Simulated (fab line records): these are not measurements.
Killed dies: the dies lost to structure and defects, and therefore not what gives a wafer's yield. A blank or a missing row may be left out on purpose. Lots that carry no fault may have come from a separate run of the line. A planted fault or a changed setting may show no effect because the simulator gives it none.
Chamber matching :: flow sky130 :: 4 sister chambers for SKY_FIELD_ISO_CMP_27 on cmp-02
The step polishes, stops on Si3N4, t overpolish 16 s, target thk 457.8 nm. 8 wafers are shown with their chamber, then 12 later ones without.

WAFERS PAIRED WITH THEIR CHAMBERS
wafer: L080.3
chamber: 1
motor current A (A): 10.4
slurry flow ml min: 150.3

wafer: L083.1
chamber: 2
motor current A (A): 9.6
slurry flow ml min: 150.4

wafer: L083.6
chamber: 1
motor current A (A): 10.3
slurry flow ml min: 149.7

wafer: L084.3
chamber: 2
motor current A (A): 9.9
slurry flow ml min: 149.8

wafer: L085.6
chamber: 3
motor current A (A): 10.7
slurry flow ml min: 149.8

wafer: L089.1
chamber: 0
motor current A (A): 13.7
slurry flow ml min: 150.0

wafer: L089.4
chamber: 3
motor current A (A): 10.8
slurry flow ml min: 150.4

wafer: L089.5
chamber: 0
motor current A (A): 13.7
slurry flow ml min: 149.7

WAFERS WITH NO CHAMBER GIVEN
wafer: L090.2
motor current A (A): 10.4
slurry flow ml min: 150.1

wafer: L090.3
motor current A (A): 10.4
slurry flow ml min: 149.4

wafer: L090.5
motor current A (A): 10.7
slurry flow ml min: 150.0

wafer: L091.1
motor current A (A): 10.1
slurry flow ml min: 150.0

wafer: L091.3
motor current A (A): 10.8
slurry flow ml min: 149.5

wafer: L091.5
motor current A (A): 9.5
slurry flow ml min: 150.1

wafer: L093.1
motor current A (A): 10.2
slurry flow ml min: 150.8

wafer: L093.3
motor current A (A): 10.6
slurry flow ml min: 149.9

wafer: L093.5
motor current A (A): 10.7
slurry flow ml min: 150.6

wafer: L096.3
motor current A (A): 10.8
slurry flow ml min: 151.0

wafer: L096.4
motor current A (A): 13.7
slurry flow ml min: 150.0

wafer: L096.5
motor current A (A): 10.5
slurry flow ml min: 150.5

THE CHAMBER EACH PASSED THROUGH
wafer: L090.2
from the rows above: 1
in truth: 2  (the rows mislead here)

wafer: L090.3
from the rows above: can't be placed: 1 or 3
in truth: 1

wafer: L090.5
from the rows above: 3
in truth: 3

wafer: L091.1
from the rows above: can't be placed: 1 or 2
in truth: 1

wafer: L091.3
from the rows above: 3
in truth: 3

wafer: L091.5
from the rows above: 2
in truth: 2

wafer: L093.1
from the rows above: can't be placed: 1 or 2
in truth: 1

wafer: L093.3
from the rows above: can't be placed: 3 or 1
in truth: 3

wafer: L093.5
from the rows above: can't be placed: 3 or 1
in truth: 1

wafer: L096.3
from the rows above: 3
in truth: 3

wafer: L096.4
from the rows above: 0
in truth: 0

wafer: L096.5
from the rows above: can't be placed: 1 or 3
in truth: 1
Correctly placed: 5 of 12. From these rows, 6 cannot be placed; in 6 the true chamber is one of the candidates. Number placed wrongly: 1.
How it was worked out, from the rows above alone: a wafer's distance from a chamber is the root of the sum, over the readings, of the square of ((its reading less the chamber's mean) divided by the reading's scatter). The wafer belongs to the nearest chamber; if the next one is less than 2 further off, it can't be placed. Each chamber's mean is taken over the wafers shown for it. The scatter: the root of (the sum of the squares of (reading less its chamber's mean) over the shown wafers, divided by (wafers less chambers)).
